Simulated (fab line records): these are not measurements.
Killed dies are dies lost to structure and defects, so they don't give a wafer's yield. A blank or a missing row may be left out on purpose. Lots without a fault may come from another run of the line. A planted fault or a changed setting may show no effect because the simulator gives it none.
8D (eight disciplines) problem report, filled in by code / flow gf180mcu / the parts of the form that need people (team, actions taken, sign-off) are left out

== 1. WHAT WENT WRONG ==
Mean STI_CVD_03_THK at GF_STI_THK_MEAS_04: 245.9 nm over 6 wafers in 2 lots; fault-free wafers: 206.5 nm, standard deviation 2.4. Relative to the usual mean, that is a shift of +16 standard deviations.
Seen first at day 3 05:51 on filmMetro-03, wafer L316.2. The record holds 36 wafers of 12 lots with a number at this step. By rule, "out" or "out of limits" means more than 4 standard deviations away from the usual mean. All remaining wafers that have a number are taken as sound.

== 2. WHAT IT IS, WHAT IT ISN'T ==
question=which readings at this step | is=STI_CVD_03_THK | is not=-
question=which lots | is=L316, L317 | is not=L309, L312, L318, L321, L323, L325, L328, L329, L330, L331
question=which wafers of those lots | is=all that have a number | is not=-
question=read on which gauges | is=filmMetro-03 | is not=filmMetro-01, filmMetro-04
question=when | is=from day 3 05:51 | is not=up to then (6 sound wafers); but 24 sound wafers of L318, L321, L323, L325, L328, L329, L330, L331 came after

== 3. SUSPECTS, AND WHAT RULES EACH OUT ==
Counting: a tool at any process step up to the reading remains a suspect when it ran all the lots that are out and ran no sound lot after the first of those.
- the gauge at GF_STI_THK_MEAS_04: ruled out. All the wafers that are out were read on filmMetro-03, but those of them that GF_STI_ETCH_13 has rows for are out there too, on other tools.
- lpcvd-01 at GF_STI_CVD_03 (deposits Si3N4 from DCS/NH3, target thk 207.16 nm, time 3551 s): ruled out as a lasting fault. Sound lots L328, L331 ran on it after its first lot that is out, L316 (day 3 03:51).
Left after counting: nothing in the record.

== 4. THE CAUSE (what the simulator had put in) ==
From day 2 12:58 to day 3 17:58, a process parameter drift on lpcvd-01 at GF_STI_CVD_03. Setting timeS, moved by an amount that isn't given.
The count ruled it out by mistake, since the rule takes a fault to strike every lot its tool runs from the start of the fault on, and this one did not do so.

== 5. SEQUENCE OF EFFECTS, ordered by route ==
Each row: a reading whose mean over the struck wafers that have a number lies more than 3 standard deviations from the usual. Scope: only readings with a usual standard deviation given in the record; hours: median across lots of the time from each lot's start at the first step in this table that gives one to its start at this step; sigmas: change in usual standard deviations.
hours=0; step=GF_STI_THK_MEAS_04; reading=STI_CVD_03_THK; usual=206.5 nm; on struck wafers=245.9; change=+39.4; sigmas=+16
hours=13; step=GF_STI_ETCH_13; reading=oesProductAu; usual=0.832 a.u.; on struck wafers=0.921; change=+0.089; sigmas=+14
Its process steps:
- GF_STI_ETCH_13: etches the open film in CHF3/O2, stops on Si, target depth 282.31 nm, time 112.9 s.
Later measuring or inspecting steps at which every struck wafer that the step has a row for has a number for every such reading, and none has moved that far: GF_STI_THK_MEAS_24, GF_LVPWELL_OVL_MEAS_07.

== 6. HOW IT WOULD HAVE BEEN CAUGHT EARLIER ==
In this record the first reading out of limits at a measuring or inspecting step was taken at day 3 05:51, 17 hours after the fault began at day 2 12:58.
Tool readings at GF_STI_CVD_03 with a usual standard deviation given in the record: none out on any struck wafer, hence no alarm at a limit of 4 standard deviations on them.
